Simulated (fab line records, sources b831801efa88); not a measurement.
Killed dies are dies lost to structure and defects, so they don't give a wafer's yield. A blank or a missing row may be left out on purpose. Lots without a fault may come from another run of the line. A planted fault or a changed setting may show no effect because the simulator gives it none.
Which tool did it? | flow gf180mcu | 13 lots, 39 wafers sampled, at 2 steps of a route of 602

WHAT THE GAUGES READ, wafer by wafer
GF_V4_THK_MEAS_03.
lot  | measured     | on            | V4_CVD_02_THK (nm)
L778 | day 23 06:25 | film_metro-04 | 831 855 845
L780 | day 24 03:10 | film_metro-01 | 833 844 852
L781 | day 24 14:24 | film_metro-03 | 828 855 831
L782 | day 24 23:17 | film_metro-01 | 851 841 839
L783 | day 25 06:21 | film_metro-03 | 825 837 842
L785 | day 25 20:35 | film_metro-03 | 839 848 867
L787 | day 26 14:12 | film_metro-04 | 854 852 857
L788 | day 26 22:38 | film_metro-01 | 823 834 848
L789 | day 27 09:26 | film_metro-04 | 834 850 841
L796 | day 29 02:02 | film_metro-03 | 839 850 849
L797 | day 29 10:34 | film_metro-03 | 850 861 849
L800 | day 30 06:17 | film_metro-04 | 844 840 859
L801 | day 30 11:19 | film_metro-04 | 833 850 845

GF_V4_OVL_MEAS_15.
lot  | measured     | on         | V4_OVL (nm)
L778 | day 24 05:19 | overlay-01 | -2 -4 4
L780 | day 25 02:13 | overlay-01 | -9 -5 -4
L781 | day 25 12:07 | overlay-02 | 4 4 8
L782 | day 25 20:31 | overlay-01 | 2 0 5
L783 | day 26 03:59 | overlay-02 | -2 -5 3
L785 | day 26 18:50 | overlay-01 | 7 4 7
L787 | day 27 10:38 | overlay-01 | 5 6 5
L788 | day 27 19:16 | overlay-01 | -5 0 -3
L789 | day 28 05:52 | overlay-02 | 6 3 -4
L796 | day 29 21:47 | overlay-01 | -4 -6 -3
L797 | day 30 06:23 | overlay-02 | -4 -9 -6
L800 | day 31 00:21 | overlay-02 | -1 0 -1
L801 | day 31 05:31 | overlay-01 | 2 -3 5

WHICH TOOL RAN EACH LOT (tool, then ch and the chambers of the sampled wafers, then the start)
The record holds no process step before these readings.

WHAT THE TOOLS THEMSELVES READ (means of the sampled wafers that have a number; where no wafer has one, the mark that the record gives instead)
The record holds no such reading with a usual standard deviation.

THE ANSWER, worked out from the rows above alone
Rule: what is usual is taken from the lots themselves. Put in order of their means at a reading, lots are off if they are a third of the lots or fewer, leave a main group of 4 or more, and stand apart from it by a gap of 3 or more times the standard deviation of the main group's means; of several such gaps the widest counts. A main group whose means are all the same, to the digits that the tables above print for the reading, isn't used. A lot without any number at a reading at which 4 lots or more have one is off too. The other lots that the step has rows for count as sound. The gauges are gone through in route order, then the tools' own readings, and for those a lot's mean is taken as printed above. The first step at which some lot is off is used, and at that step the reading that is off furthest; a lot without a number counts as furthest.
No lot is off at any reading shown: from this, nothing can be told.

WHAT THE SIMULATOR HAD PUT IN
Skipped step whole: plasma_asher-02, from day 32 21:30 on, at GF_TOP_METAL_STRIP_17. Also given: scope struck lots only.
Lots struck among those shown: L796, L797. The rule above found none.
